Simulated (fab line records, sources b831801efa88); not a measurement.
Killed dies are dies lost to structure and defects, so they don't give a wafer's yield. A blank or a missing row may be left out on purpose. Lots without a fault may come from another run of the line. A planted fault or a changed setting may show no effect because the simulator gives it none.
Chamber matching | flow sky130 | SKY_CONTACT_CMP_04 on cmp-01: 4 sister chambers
The step polishes SiO2. 8 wafers are shown with their chamber, then 12 later ones without.

WAFERS WITH THEIR CHAMBER
wafer  | chamber | motor_current_A (A) | edge_zone_pressure_frac
L081.4 | 3       | 12.8                | 1.006
L082.4 | 1       | 11.6                | 1.004
L083.6 | 3       | 11.6                | 0.997
L085.2 | 2       | 12.7                | 0.998
L085.5 | 2       | 12.8                | 1.002
L086.2 | 0       | 12.5                | 1.003
L086.3 | 1       | 11.0                | 0.994
L086.6 | 0       | 11.8                | 1.000

WAFERS WITHOUT THEIR CHAMBER
wafer  | motor_current_A (A) | edge_zone_pressure_frac
L089.1 | 12.9                | 0.991
L089.5 | 12.0                | 1.001
L089.6 | 11.7                | 1.000
L091.3 | 11.7                | 1.011
L091.5 | 12.7                | 1.005
L091.6 | 12.0                | 1.002
L093.1 | 11.5                | 0.998
L093.2 | 11.8                | 1.002
L093.4 | 12.2                | 0.998
L097.3 | 12.4                | 0.994
L097.4 | 11.9                | 0.997
L097.5 | 11.9                | 0.994

WHICH CHAMBER EACH WENT THROUGH
wafer  | from the rows above               | in truth
L089.1 | can't be placed: 2 or 3 or 0 or 1 | 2
L089.5 | can't be placed: 0 or 3 or 1 or 2 | 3
L089.6 | can't be placed: 1 or 0 or 3 or 2 | 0
L091.3 | can't be placed: 0 or 3 or 1 or 2 | 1
L091.5 | can't be placed: 2 or 3 or 0 or 1 | 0
L091.6 | can't be placed: 0 or 3 or 1 or 2 | 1
L093.1 | can't be placed: 1 or 0 or 3 or 2 | 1
L093.2 | can't be placed: 0 or 3 or 1 or 2 | 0
L093.4 | can't be placed: 3 or 0 or 2 or 1 | 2
L097.3 | can't be placed: 2 or 3 or 0 or 1 | 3
L097.4 | can't be placed: 0 or 3 or 1 or 2 | 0
L097.5 | can't be placed: 1 or 0 or 3 or 2 | 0
Placed correctly: 0 of 12. Can't be placed from these rows: 12 (the true chamber is among the candidates in 12). Placed wrongly: 0.
How it was worked out, from the rows above alone: a wafer's distance from a chamber is the root of the sum, over the readings, of the square of ((its reading less the chamber's mean) divided by the reading's scatter). The wafer belongs to the nearest chamber; if the next one is less than 2 further off, it can't be placed. A chamber's mean is the mean of its shown wafers. The scatter: the root of (the sum of the squares of (reading less its chamber's mean) over the shown wafers, divided by (wafers less chambers)).
